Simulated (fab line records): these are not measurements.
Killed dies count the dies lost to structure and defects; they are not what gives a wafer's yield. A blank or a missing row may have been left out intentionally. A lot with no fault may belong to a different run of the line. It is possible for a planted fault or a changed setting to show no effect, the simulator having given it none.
Tool commonality check || flow sky130 || Sampled: 11 lots, 33 wafers

== WHAT PROMPTED THE OPENING ==
3 of 11 lots carry a flag on the reading VIA3_HDPCVD_THK at SKY_VIA3_THK_MEAS_01. Fault-free wafers read 1634 nm, with a standard deviation of 15.
Rule: a lot gets a flag if all its wafers with a number sit over 4 standard deviations from that mean, or if no wafer of it has a number. As for the other lots, they are considered sound.

{"lot": "L503", "measured": "day 39 08:53", "on": "filmMetro-01", "VIA3_HDPCVD_THK (nm), wafer by wafer": "1653 1649 1663", "flag": ""}
{"lot": "L504", "measured": "day 39 20:28", "on": "filmMetro-02", "VIA3_HDPCVD_THK (nm), wafer by wafer": "1648 1656 1633", "flag": ""}
{"lot": "L505", "measured": "day 39 22:43", "on": "filmMetro-01", "VIA3_HDPCVD_THK (nm), wafer by wafer": "3310 3266 3313", "flag": "FLAGGED"}
{"lot": "L506", "measured": "day 40 09:26", "on": "filmMetro-01", "VIA3_HDPCVD_THK (nm), wafer by wafer": "3276 3250 3249", "flag": "FLAGGED"}
{"lot": "L514", "measured": "day 42 17:13", "on": "filmMetro-01", "VIA3_HDPCVD_THK (nm), wafer by wafer": "3263 3254 3247", "flag": "FLAGGED"}
{"lot": "L518", "measured": "day 43 17:16", "on": "filmMetro-01", "VIA3_HDPCVD_THK (nm), wafer by wafer": "1624 1642 1645", "flag": ""}
{"lot": "L519", "measured": "day 44 02:58", "on": "filmMetro-04", "VIA3_HDPCVD_THK (nm), wafer by wafer": "1613 1643 1622", "flag": ""}
{"lot": "L520", "measured": "day 44 04:06", "on": "filmMetro-04", "VIA3_HDPCVD_THK (nm), wafer by wafer": "1631 1641 1639", "flag": ""}
{"lot": "L521", "measured": "day 44 21:08", "on": "filmMetro-02", "VIA3_HDPCVD_THK (nm), wafer by wafer": "1639 1607 1652", "flag": ""}
{"lot": "L524", "measured": "day 45 03:02", "on": "filmMetro-04", "VIA3_HDPCVD_THK (nm), wafer by wafer": "1621 1631 1644", "flag": ""}
{"lot": "L523", "measured": "day 45 04:25", "on": "filmMetro-02", "VIA3_HDPCVD_THK (nm), wafer by wafer": "1640 1621 1623", "flag": ""}
Averaged over the flagged lots the numbers come to 3270 nm, +1636 nm from the usual (+99 or more standard deviations).

== WHICH TOOL EACH LOT WENT THROUGH ==
Before the reading, the record contains 3 process steps out of a 708-step route. Each cell gives the tool, then ch followed by the chambers the sampled wafers passed through, then the start.
{"lot": "L503", "flag": "", "SKY_VIA2_ETCH_15": "rieDiel-04 ch 0,1,2, day 37 02:23", "SKY_METAL3_SPUTTER_01": "pvdSputter-01, day 37 03:46", "SKY_VIA3_HDPCVD_00": "hdpcvd-02 ch 0,1, day 39 08:37"}
{"lot": "L504", "flag": "", "SKY_VIA2_ETCH_15": "rieDiel-04 ch 1,2, day 37 15:03", "SKY_METAL3_SPUTTER_01": "pvdSputter-02, day 37 16:24", "SKY_VIA3_HDPCVD_00": "hdpcvd-01 ch 0,1,2, day 39 20:18"}
{"lot": "L505", "flag": "FLAGGED", "SKY_VIA2_ETCH_15": "rieDiel-02 ch 0,2, day 37 16:29", "SKY_METAL3_SPUTTER_01": "pvdSputter-01, day 37 17:49", "SKY_VIA3_HDPCVD_00": "hdpcvd-01 ch 0,1, day 39 22:13"}
{"lot": "L506", "flag": "FLAGGED", "SKY_VIA2_ETCH_15": "rieDiel-04 ch 0,2, day 38 04:30", "SKY_METAL3_SPUTTER_01": "pvdSputter-01, day 38 05:51", "SKY_VIA3_HDPCVD_00": "hdpcvd-01 ch 0,1, day 40 08:54"}
{"lot": "L514", "flag": "FLAGGED", "SKY_VIA2_ETCH_15": "rieDiel-03 ch 1,2, day 40 14:51", "SKY_METAL3_SPUTTER_01": "pvdSputter-03, day 40 16:14", "SKY_VIA3_HDPCVD_00": "hdpcvd-01 ch 0,2, day 42 16:39"}
{"lot": "L518", "flag": "", "SKY_VIA2_ETCH_15": "rieDiel-04 ch 0,1,3, day 41 13:06", "SKY_METAL3_SPUTTER_01": "pvdSputter-01, day 41 18:02", "SKY_VIA3_HDPCVD_00": "hdpcvd-01 ch 1,2, day 43 17:04"}
{"lot": "L519", "flag": "", "SKY_VIA2_ETCH_15": "rieDiel-04 ch 0,1,2, day 42 01:59", "SKY_METAL3_SPUTTER_01": "pvdSputter-02, day 42 03:20", "SKY_VIA3_HDPCVD_00": "hdpcvd-01 ch 0,1,2, day 44 02:47"}
{"lot": "L520", "flag": "", "SKY_VIA2_ETCH_15": "rieDiel-04 ch 0,1, day 42 03:43", "SKY_METAL3_SPUTTER_01": "pvdSputter-01, day 42 05:10", "SKY_VIA3_HDPCVD_00": "hdpcvd-01 ch 0,1, day 44 03:55"}
{"lot": "L521", "flag": "", "SKY_VIA2_ETCH_15": "rieDiel-04 ch 0,2, day 42 21:08", "SKY_METAL3_SPUTTER_01": "pvdSputter-01, day 42 22:29", "SKY_VIA3_HDPCVD_00": "hdpcvd-01 ch 0,1,2, day 44 20:58"}
{"lot": "L524", "flag": "", "SKY_VIA2_ETCH_15": "rieDiel-02 ch 0,1,3, day 43 04:06", "SKY_METAL3_SPUTTER_01": "pvdSputter-01, day 43 05:27", "SKY_VIA3_HDPCVD_00": "hdpcvd-01 ch 1,2, day 45 02:51"}
{"lot": "L523", "flag": "", "SKY_VIA2_ETCH_15": "rieDiel-04 ch 0,1,3, day 43 04:46", "SKY_METAL3_SPUTTER_01": "pvdSputter-03, day 43 06:09", "SKY_VIA3_HDPCVD_00": "hdpcvd-02 ch 0,1,2, day 45 04:15"}
What the steps here do:
- SKY_VIA2_ETCH_15: etches SiO2 in C4F8/O2/Ar, stops on TiN, target depth 546 nm, time 84 s.
- SKY_METAL3_SPUTTER_01: material TiN, target thk 20 nm, time 16.7 s.
- SKY_VIA3_HDPCVD_00: deposits SiO2, target thk 1635 nm, time 272.5 s.
- SKY_VIA3_THK_MEAS_01

== FLAGGED OVER TOTAL, TOOL BY TOOL (the gauges that took the reading come last) ==
{"step": "SKY_VIA2_ETCH_15", "tool": "rieDiel-02", "lots run": 2, "flagged": 1, "share of the flagged lots": "some", "sound lots run after its first flagged lot": "1 (L524)"}
{"step": "SKY_VIA2_ETCH_15", "tool": "rieDiel-03", "lots run": 1, "flagged": 1, "share of the flagged lots": "some", "sound lots run after its first flagged lot": 0}
{"step": "SKY_VIA2_ETCH_15", "tool": "rieDiel-04", "lots run": 8, "flagged": 1, "share of the flagged lots": "some", "sound lots run after its first flagged lot": "5 (L518,L519,L520,L521,L523)"}
{"step": "SKY_METAL3_SPUTTER_01", "tool": "pvdSputter-01", "lots run": 7, "flagged": 2, "share of the flagged lots": "some", "sound lots run after its first flagged lot": "4 (L518,L520,L521,L524)"}
{"step": "SKY_METAL3_SPUTTER_01", "tool": "pvdSputter-02", "lots run": 2, "flagged": 0, "share of the flagged lots": "none", "sound lots run after its first flagged lot": "-"}
{"step": "SKY_METAL3_SPUTTER_01", "tool": "pvdSputter-03", "lots run": 2, "flagged": 1, "share of the flagged lots": "some", "sound lots run after its first flagged lot": "1 (L523)"}
{"step": "SKY_VIA3_HDPCVD_00", "tool": "hdpcvd-01", "lots run": 9, "flagged": 3, "share of the flagged lots": "all", "sound lots run after its first flagged lot": "5 (L518,L519,L520,L521,L524)"}
{"step": "SKY_VIA3_HDPCVD_00", "tool": "hdpcvd-02", "lots run": 2, "flagged": 0, "share of the flagged lots": "none", "sound lots run after its first flagged lot": "-"}
{"step": "SKY_VIA3_THK_MEAS_01", "tool": "filmMetro-01", "lots run": 5, "flagged": 3, "share of the flagged lots": "all", "sound lots run after its first flagged lot": "1 (L518)"}
{"step": "SKY_VIA3_THK_MEAS_01", "tool": "filmMetro-02", "lots run": 3, "flagged": 0, "share of the flagged lots": "none", "sound lots run after its first flagged lot": "-"}
{"step": "SKY_VIA3_THK_MEAS_01", "tool": "filmMetro-04", "lots run": 3, "flagged": 0, "share of the flagged lots": "none", "sound lots run after its first flagged lot": "-"}

== WHAT THE TABLE ALLOWS ==
In 2 table rows, all flagged lots were run: hdpcvd-01 (SKY_VIA3_HDPCVD_00), filmMetro-01 (SKY_VIA3_THK_MEAS_01).
- hdpcvd-01 at SKY_VIA3_HDPCVD_00: 3 of its 9 lots flagged. Sound lots ran on it after the first flagged one (L518, L519, L520, L521, L524), which a lasting fault on the whole tool wouldn't allow.
- filmMetro-01 at SKY_VIA3_THK_MEAS_01: 3 of its 5 lots flagged. Sound lots ran on it after the first flagged one (L518), which a lasting fault on the whole tool wouldn't allow.
There is no row in the table that ran each flagged lot and no sound lot after the first.

== WHAT THE SIMULATOR HAD PUT IN ==
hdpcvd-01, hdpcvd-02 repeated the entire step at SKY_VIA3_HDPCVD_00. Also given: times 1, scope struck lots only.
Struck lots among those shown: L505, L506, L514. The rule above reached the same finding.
